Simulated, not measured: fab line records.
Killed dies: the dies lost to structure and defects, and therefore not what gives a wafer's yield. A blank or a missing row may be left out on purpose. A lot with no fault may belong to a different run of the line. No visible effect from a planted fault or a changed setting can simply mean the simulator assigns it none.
A struck lot beside a sound one | flow sky130 | 14 out of 708 route steps
Sound: wafers L649.1, L649.2, L649.4. Wafers L656.3, L656.4, L656.6 were the ones struck. The cause is given at the end.
For every step that has rows: the tool of each side, followed by ch and its chambers, followed by its first start. Under that, the readings that differ: sound wafers | struck wafers | difference of the means | sigmas: that difference in standard deviations of wafers without a fault.
alike: readings with means less than 2 such deviations apart, plus words and numbers identical on both sides. not compared: withheld readings, readings lacking a value on some wafer, bounds such as >300 that could conceal the same value, and numbers that have no deviation in the record and whose values overlap.
The two part at a step that has a row with sigmas, a row that says differs or no value, or rows on one side only. Numbers that don't overlap but have no deviation are shown without sigmas and don't part them. Lack of a reading on every wafer of one side parts them only where that side has two or more wafers.

SKY_METAL3_SPUTTER_02: material AlCu, target thk 735 nm, time 37.31 s.
  struck on pvd sputter-01, day 40 23:12; sound on pvd sputter-02, day 38 21:34
  alike: throttle valve pct
SKY_METAL3_SPUTTER_03: material Ti, target thk 5 nm, time 3.3 s.
  struck on pvd sputter-01, day 40 23:14; sound on pvd sputter-02, day 38 21:36
  alike: throttle valve pct
SKY_METAL3_SPUTTER_04: material TiN, target thk 70 nm, time 58.3 s.
  struck on pvd sputter-01, day 40 23:15; sound on pvd sputter-02, day 38 21:37
  alike: throttle valve pct
SKY_CAPM_CVD_00: deposits SiO2, target thk 15.5 nm.
  sound on pecvd-03 ch 0,2, day 38 21:40; struck on pecvd-02 ch 1,2, day 40 23:18
  alike: heater power w
SKY_CAPM_THK_MEAS_01:
  struck on film metro-02, day 40 23:20; sound on film metro-02, day 38 21:41
  alike: CAPM_CVD_00_THK
SKY_CAPM_SPUTTER_02: material TiN, target thk 200 nm, time 166.7 s.
  struck on pvd sputter-02, day 40 23:23; sound on pvd sputter-03, day 38 21:44
  alike: throttle valve pct
SKY_CAPM_RS_MEAS_03: measures by four-point-probe.
  struck on film metro-04, day 40 23:32; sound on film metro-01, day 38 21:51
  alike: CAPM_TIN_RS
SKY_CAPM_THK_MEAS_04: measures by xrf.
  struck on film metro-04, day 40 23:38; sound on film metro-01, day 38 21:58
  alike: CAPM_TIN_THK
then, 4 steps without rows for these wafers: SKY_CAPM_DEHYDRATE_05 (time 60 s); SKY_CAPM_HMDS_06 (prime time 60 s); SKY_CAPM_COAT_07 (resist thk 1140 nm); SKY_CAPM_SOFTBAKE_08 (time 60 s).
SKY_CAPM_EXPOSE_09: exposes mask CAPM, target cd 1000 nm.
  sound on iline stepper-02 ch 0, day 39 09:17; struck on iline stepper-01, day 41 10:55
  no value came back on the struck wafers for exposure dose mJ cm2, focus offset nm (nm); on the sound wafers exposure dose mJ cm2 reads 159.07 159.10 159.07
  alike: mask
next, for these wafers, 1 step has no rows: SKY_CAPM_PEB_10.

WHERE THEY PART
SKY_CAPM_EXPOSE_09 only, going by this record.

WHY: the cause the simulator had injected
Skipped step whole: iline stepper-01, from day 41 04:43 on, at SKY_CAPM_EXPOSE_09. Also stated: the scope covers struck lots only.
